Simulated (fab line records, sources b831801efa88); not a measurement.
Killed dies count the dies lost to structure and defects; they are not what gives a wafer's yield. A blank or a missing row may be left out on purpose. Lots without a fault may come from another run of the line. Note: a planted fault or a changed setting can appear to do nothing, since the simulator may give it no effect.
Which tool did it? | flow sky130 | 6 lots with 18 wafers sampled at 2 steps, on a route of 708 steps

WHAT EACH GAUGE READ, for each wafer
SKY_VT_ADJUST_HVTR_OVL_MEAS_08.
lot  | measured     | on         | VT_ADJUST_HVTR_OVL (nm)
L528 | day 10 14:34 | overlay-02 | 0.6 -0.7 -1.5
L529 | day 10 21:43 | overlay-01 | -0.1 0.1 1.6
L536 | day 12 22:04 | overlay-01 | 2.0 3.5 0.7
L543 | day 15 08:37 | overlay-01 | -1.9 -1.5 -1.1
L544 | day 15 13:40 | overlay-02 | 2.3 3.1 1.8
L545 | day 16 06:49 | overlay-02 | -3.6 -2.8 -2.3

WHAT TOOL EACH LOT RAN ON (gives the tool, then ch and the chambers of the sampled wafers, and finally the start)
lot  | SKY_NWELL_RTA_28
L528 | rtpAnneal-01 ch 0, day 6 08:17
L529 | rtpAnneal-01 ch 0, day 6 12:22
L536 | rtpAnneal-01 ch 0, day 8 05:25
L543 | rtpAnneal-02 ch 0, day 10 06:56
L544 | rtpAnneal-02 ch 0, day 10 09:07
L545 | rtpAnneal-02 ch 0, day 10 21:22
- SKY_NWELL_RTA_28: time 30 s.

THE ANSWER, worked out from the rows above alone
Rule: usual is defined by the lots themselves. Put in order of their means at a reading, lots are off if they are a third of the lots or fewer, leave a main group of 4 or more, and stand apart from it by a gap of 3 or more times the standard deviation of the main group's means; of several such gaps the widest counts. If all means in a main group match to the digits the tables above print for the reading, that group is not used. A lot without any number at a reading at which 4 lots or more have one is off too. Where the step has rows for the other lots, those lots are counted as sound.
Nothing can be told from this: no lot is off at any reading shown.

WHAT THE SIMULATOR HAD INSERTED
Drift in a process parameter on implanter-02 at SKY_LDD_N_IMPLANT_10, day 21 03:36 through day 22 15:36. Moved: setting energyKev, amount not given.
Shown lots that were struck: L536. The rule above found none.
